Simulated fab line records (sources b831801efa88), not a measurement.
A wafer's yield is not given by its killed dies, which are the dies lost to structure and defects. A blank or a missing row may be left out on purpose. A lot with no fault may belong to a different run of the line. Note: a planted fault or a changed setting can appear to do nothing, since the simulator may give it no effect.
Split-lot study -- flow gf180mcu -- route with 602 steps; 5 lots, 23 wafers read

ABOUT THE SPLIT
At GF_HV_LDD_IMPLANT_48, the setting energyKev was moved away from the recipe's 25 on 8 of the 23 wafers read, by -5.9% to +3.2%. This setting was run at the recipe's value on the other wafers.

The split's own step is where the reading is taken.

THE READING
The simulator's own value implant.drpNm, read by no gauge, in nm at GF_HV_LDD_IMPLANT_48. There is no usual value for it anywhere in the file.

wafer,"tool, chamber at the split",energyKev as run,against the recipe,"implant.drpNm, nm",against lot-mates on the recipe
L074.1,"implanter-04, 0",23.96,-4.2%,33.89,-1.73
L074.4,"implanter-04, 0",23.96,-4.2%,33.89,-1.73
L074.5,"implanter-04, 0",23.96,-4.2%,33.89,-1.73
L074.3,"implanter-04, 0",25,recipe,35.62,-
L074.6,"implanter-04, 0",25,recipe,35.62,-
L076.1,"implanter-04, 0",23.53,-5.9%,33.18,-2.44
L076.6,"implanter-04, 0",23.53,-5.9%,33.18,-2.44
L076.2,"implanter-04, 0",25,recipe,35.62,-
L076.3,"implanter-04, 0",25,recipe,35.62,-
L076.5,"implanter-04, 0",25,recipe,35.62,-
L078.1,"implanter-02, 0",25,recipe,35.62,-
L078.2,"implanter-02, 0",25,recipe,35.62,-
L078.3,"implanter-02, 0",25,recipe,35.62,-
L078.4,"implanter-02, 0",25,recipe,35.62,-
L078.5,"implanter-02, 0",25,recipe,35.62,-
L079.1,"implanter-02, 0",25,recipe,35.62,-
L079.4,"implanter-02, 0",25,recipe,35.62,-
L079.6,"implanter-02, 0",25,recipe,35.62,-
L085.1,"implanter-02, 0",25.81,+3.2%,36.97,+1.35
L085.4,"implanter-02, 0",25.81,+3.2%,36.97,+1.35
L085.6,"implanter-02, 0",25.81,+3.2%,36.97,+1.35
L085.2,"implanter-02, 0",25,recipe,35.62,-
L085.3,"implanter-02, 0",25,recipe,35.62,-

FIT RESULTS
A straight line over all 23 wafers: implant.drpNm changes by +0.416 nm for each +1% of energyKev; r = +1.00; the points scatter about the line by 0.0016 nm.
The same after taking each lot's own level away (the mean of its wafers on the recipe; 23 wafers): +0.416 nm for each +1%; r = +1.00; scatter 0.0016 nm.
According to that fit, moving energyKev by its largest amount changes the reading by 2.4 nm.
The lots' own levels span 35.620 to 35.620 nm.
The two slopes are in agreement: the lot-to-lot level therefore moves the slope only a little.
Check: -2.44 nm against its lot-mates is what the line predicts for one of the wafers moved furthest among these (-5.9%) when that wafer is left out of the fit. It came out at -2.44 nm against them.

FURTHER SPLITS ON THESE WAFERS
These wafers also went through other splits before the reading. Each is held against what the fit with the lots' levels taken away leaves over:
other split on the same wafers,wafers away from the commonest value,r with implant.drpNm (lot level and that fit taken away)
GF_NWELL_COAT_02 spinRpm,6,-0.32
GF_MVPSD_STRIP_10 pressureMtorr,15,+0.23
GF_VT_IMPLANT_IMPLANT_41 energyKev,6,+0.31
GF_POLY_GATE_COAT_05 resistThkNm,8,-0.45
GF_HV_LDD_IMPLANT_21 energyKev,8,-0.02

THE WHOLE CHAIN: every reading that the file lists as answering this split, in the file's order
step,what it does,reading,change (the file's fit),r (the file's)
GF_HV_LDD_IMPLANT_48,,"implant.rpNm (the simulator's own value, which no gauge read)",+0.804 nm for each +1% of the setting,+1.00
GF_HV_LDD_IMPLANT_48,,"implant.drpNm (the simulator's own value, which no gauge read)",+0.416 nm for each +1% of the setting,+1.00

THE FILE'S OWN FIT
implant.drpNm changes by +0.416 nm for each +1% of energyKev, r = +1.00.
